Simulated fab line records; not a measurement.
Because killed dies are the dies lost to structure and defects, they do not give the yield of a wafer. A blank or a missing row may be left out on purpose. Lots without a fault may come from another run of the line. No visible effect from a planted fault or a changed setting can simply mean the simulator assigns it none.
Which tool did it?	flow sky130	at 1 step of a route of 708, 6 lots with 18 wafers sampled

WHAT THE GAUGES READ, wafer by wafer
SKY_METAL1_CD_MEAS_15: target cd 140 nm.
lot	measured	on	cdNm (nm)
L931	day 32 20:43	cdSem-01	141.8 142.3 141.8
L936	day 34 22:34	cdSem-02	139.0 138.7 138.3
L938	day 35 08:37	cdSem-01	139.4 139.9 139.4
L941	day 36 05:32	cdSem-01	141.8 140.6 140.3
L950	day 39 06:00	cdSem-02	141.0 141.7 140.9
L953	day 39 20:04	cdSem-02	142.2 142.9 143.2

WHICH TOOL RAN EACH LOT (tool, then ch and the chambers of the sampled wafers, then the start)
Record: no process step prior to these readings.

THE ANSWER, worked out from the rows above alone
Rule: what is usual is taken from the lots themselves. The widest of any qualifying gaps counts: lots, ordered by their means at a reading, are off when they make up no more than a third of the lots, leave a main group of 4 or more, and stand apart from it by 3 or more times the standard deviation of that group's means. A main group whose means are all the same, to the digits that the tables above print for the reading, isn't used. A lot without any number at a reading at which 4 lots or more have one is off too. Where the step has rows for the other lots, those lots are counted as sound.
Across all readings shown, no lot is off: no conclusion can be drawn from this.

WHAT THE SIMULATOR PUT IN
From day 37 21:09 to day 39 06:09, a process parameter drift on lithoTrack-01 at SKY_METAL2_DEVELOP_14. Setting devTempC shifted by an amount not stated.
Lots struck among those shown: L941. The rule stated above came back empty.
